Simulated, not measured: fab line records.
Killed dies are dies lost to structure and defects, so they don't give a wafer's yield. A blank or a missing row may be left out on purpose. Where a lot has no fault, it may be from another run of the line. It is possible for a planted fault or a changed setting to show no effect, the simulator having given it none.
Split-lot experiment + flow sfqLine + 23 wafers read from 5 lots, route of 325 steps

THE SPLIT ITSELF
At SFQ_TRILAYER_M4_LITHO_COAT_098 (resist thk 62 nm), the setting spinRpm was moved away from the recipe's 3000 rpm on 10 of the 23 wafers read, by -4.6% to +7.1%. All remaining wafers had this setting at the recipe value.

FROM THE SPLIT TO THE READING: what the file shows between them, 3 steps
- SFQ_TRILAYER_M4_LITHO_COAT_093: resist thk 600 nm
- SFQ_TRILAYER_M4_LITHO_SOFTBAKE_097
- SFQ_TRILAYER_M4_LITHO_DEVELOP_095: time 60 s

THE READING
oesProductAu, in a.u., at SFQ_TRILAYER_M4_BARC_OPEN_METAL_ETCH_123 (etches BARC in O2, target depth 125 nm, time 41.7 s). Fault-free wafers of this fab line usually give 0.685 a.u., standard deviation 0.0048 a.u.

| wafer  | tool, chamber at the split | spinRpm as run, rpm | against the recipe | oesProductAu, a.u. | against lot-mates on the recipe |
|--------|----------------------------|---------------------|--------------------|--------------------|---------------------------------|
| L074.1 | lithoTrack-01, 0           | 3185                | +6.2%              | 0.670              | -0.017                          |
| L074.2 | lithoTrack-01, 0           | 3185                | +6.2%              | 0.674              | -0.013                          |
| L074.4 | lithoTrack-01, 0           | 3000                | recipe             | 0.684              | -                               |
| L074.5 | lithoTrack-01, 0           | 3185                | +6.2%              | 0.668              | -0.019                          |
| L074.6 | lithoTrack-01, 0           | 3000                | recipe             | 0.691              | -                               |
| L077.4 | lithoTrack-02, 0           | 3000                | recipe             | 0.683              | -                               |
| L077.5 | lithoTrack-02, 0           | 3000                | recipe             | 0.682              | -                               |
| L077.6 | lithoTrack-02, 0           | 3000                | recipe             | 0.687              | -                               |
| L078.1 | lithoTrack-02, 0           | 3169                | +5.6%              | 0.677              | -0.010                          |
| L078.2 | lithoTrack-02, 0           | 3000                | recipe             | 0.685              | -                               |
| L078.4 | lithoTrack-02, 0           | 3000                | recipe             | 0.688              | -                               |
| L078.5 | lithoTrack-02, 0           | 3169                | +5.6%              | 0.680              | -0.007                          |
| L078.6 | lithoTrack-02, 0           | 3000                | recipe             | 0.689              | -                               |
| L080.1 | lithoTrack-03, 0           | 3000                | recipe             | 0.685              | -                               |
| L080.3 | lithoTrack-03, 0           | 3000                | recipe             | 0.685              | -                               |
| L080.4 | lithoTrack-03, 0           | 3000                | recipe             | 0.684              | -                               |
| L080.5 | lithoTrack-03, 0           | 2862                | -4.6%              | 0.696              | +0.011                          |
| L080.6 | lithoTrack-03, 0           | 2862                | -4.6%              | 0.684              | -0.001                          |
| L084.1 | lithoTrack-03, 0           | 3000                | recipe             | 0.686              | -                               |
| L084.2 | lithoTrack-03, 0           | 3213                | +7.1%              | 0.674              | -0.012                          |
| L084.3 | lithoTrack-03, 0           | 3213                | +7.1%              | 0.670              | -0.016                          |
| L084.5 | lithoTrack-03, 0           | 3000                | recipe             | 0.686              | -                               |
| L084.6 | lithoTrack-03, 0           | 3213                | +7.1%              | 0.677              | -0.009                          |

THE FIT
A straight line over all 23 wafers: oesProductAu changes by -0.00169 a.u. for each +1% of spinRpm; r = -0.87; the points scatter about the line by 0.0037 a.u.
The same after taking each lot's own level away (the mean of its wafers on the recipe; 23 wafers): -0.00187 a.u. for each +1%; r = -0.89; scatter 0.0036 a.u.
On that fit, the largest move of spinRpm shifts the reading by 0.013 a.u.
Measured against the standard deviation above, the lots' own levels, which go from 0.6840 to 0.6875 a.u., span 0.7 times it.
Consequently the slope shifts little with the lot-to-lot level, the two slopes agreeing.
Check: -0.0143 a.u. against its lot-mates is what the line predicts for one of the wafers moved furthest among these (+7.1%) when that wafer is left out of the fit. Against them it came out at -0.012 a.u.

THE OTHER SPLITS THESE WAFERS WENT THROUGH
Note: prior to the reading, these wafers also went through further splits. Each is held against what the fit with the lots' levels taken away leaves over:
| other split on the same wafers                     | wafers away from the commonest value | r with oesProductAu (lot level and that fit taken away) |
|----------------------------------------------------|--------------------------------------|---------------------------------------------------------|
| SFQ_TRILAYER_M2_LITHO_PEB_060 pebTimeS             | 10                                   | +0.28                                                   |
| SFQ_TRILAYER_I2_DEP_PECVD_063 timeS                | 5                                    | -0.18                                                   |
| SFQ_TRILAYER_I2_VIA_LITHO_COAT_072 resistThkNm     | 4                                    | -0.11                                                   |
| SFQ_TRILAYER_I2_VIA_BARC_OPEN_VIA_ETCH_096 biasW   | 4                                    | +0.17                                                   |
| SFQ_TRILAYER_M3_LITHO_COAT_080 resistThkNm         | 11                                   | -0.12                                                   |
| SFQ_TRILAYER_I3_VIA_LITHO_COAT_090 spinRpm         | 8                                    | -0.34                                                   |
| SFQ_TRILAYER_I3_VIA_BARC_OPEN_VIA_ETCH_121 sourceW | 5                                    | -0.06                                                   |

THE WHOLE CHAIN: every reading that the file lists as answering this split, in the file's order
| step                                     | what it does                                        | reading                                                                                   | change (the file's fit)                   | r (the file's) |
|------------------------------------------|-----------------------------------------------------|-------------------------------------------------------------------------------------------|-------------------------------------------|----------------|
| SFQ_TRILAYER_M4_LITHO_COAT_098           | resist thk 62 nm                                    | BARC_of_TRILAYER_M4_LITHO_COAT_098.thkNm (the simulator's own value, which no gauge read) | -0.301 nm for each +1% of the setting     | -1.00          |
| SFQ_TRILAYER_M4_BARC_OPEN_METAL_ETCH_123 | etches BARC in O2, target depth 125 nm, time 41.7 s | oesProductAu                                                                              | -0.00188 a.u. for each +1% of the setting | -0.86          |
| SFQ_TRILAYER_M4_BARC_OPEN_METAL_ETCH_123 | etches BARC in O2, target depth 125 nm, time 41.7 s | etch.depthNm (the simulator's own value, which no gauge read)                             | -0.302 nm for each +1% of the setting     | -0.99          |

THE FILE'S OWN FIT
oesProductAu changes by -0.00188 a.u. for each +1% of spinRpm, r = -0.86.
